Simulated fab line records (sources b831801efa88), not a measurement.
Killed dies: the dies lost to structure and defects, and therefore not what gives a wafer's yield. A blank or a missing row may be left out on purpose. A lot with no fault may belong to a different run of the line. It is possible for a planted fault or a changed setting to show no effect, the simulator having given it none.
2 desks looking at one fault	flow sky130	what lay behind the numbers comes last; until then each desk has only its own

## AT THE TOOL OWNER'S DESK: lpcvd-01
The tool's own readings at SKY_POLY_GATE_CVD_00 (deposits poly-Si, target thk 180 nm, time 720 s): means of the sampled wafers that have a number, for each lot that ran on this tool. A lot is out of limits, marked OUT, if its mean lies more than 4 standard deviations from the usual mean; the brackets give that distance.
Columns: A = pressureMtorr at SKY_POLY_GATE_CVD_00, usual 200.1 mTorr; B = spikeTcUpperC at SKY_POLY_GATE_CVD_00, usual 620.0 C; C = zonePowerBottomPct at SKY_POLY_GATE_CVD_00, usual 12.27 %
lot	first seen here	A	B	C
L344	day 13 23:58	200.2	620.7	12.39
L346	day 14 17:20	200.3	619.6	12.01
L349	day 15 16:40	200.5	620.3	12.45
L348	day 15 22:22	199.8	620.3	12.40
L350	day 16 04:34	200.0	620.5	12.57
L352	day 17 00:41	200.4	621.1	12.37
L353	day 17 16:46	200.0	619.7	12.10
L354	day 17 22:29	200.6	619.0	11.99
L355	day 18 06:32	199.8	619.3	11.98
L356	day 18 11:39	200.4	619.8	12.04
L365	day 21 16:14	200.1	621.2	12.39
L366	day 21 17:46	199.8	618.8	12.01
L367	day 21 19:17	200.5	619.4	12.02
Finding of this desk: none of the 13 lots has anything out of limits.

## METROLOGY DESK
Lot by lot, what the gauges showed, no matter which tool ran the lot: averages of those sampled wafers that carry a number. A lot is out of limits, marked OUT, if its mean lies more than 4 standard deviations from the usual mean; the brackets give that distance.
Columns: A = CAP2M_CVD_00_THK at SKY_CAP2M_THK_MEAS_01, usual 15.40 nm; B = VIA4_W_RS at SKY_VIA4_RS_MEAS_19, usual 0.225 ohm/sq
lot	first seen here	A	B
L344	day 40 04:42	15.37	0.222
L346	day 40 21:16	15.36	0.230
L349	day 41 13:02	15.42	0.230
L348	day 41 18:41	15.14	0.226
L350	day 42 00:44	15.59	0.224
L352	day 42 15:58	15.38	0.222
L353	day 43 06:38	15.19	0.226
L354	day 43 11:17	15.55	0.227
L355	day 43 16:30	15.40	0.226
L356	day 43 17:20	15.51	0.228
L365	day 46 01:56	15.50	0.226
L366	day 46 07:31	15.67	0.228
L367	day 46 07:50	15.74	0.221
Finding of this desk: none of the 13 lots has anything out of limits.

## BROUGHT TOGETHER
Nothing out of limits was seen by the tool owner's desk.
Metrology desk: nothing out of limits seen.

## WHAT WAS PUT IN BY THE SIMULATOR
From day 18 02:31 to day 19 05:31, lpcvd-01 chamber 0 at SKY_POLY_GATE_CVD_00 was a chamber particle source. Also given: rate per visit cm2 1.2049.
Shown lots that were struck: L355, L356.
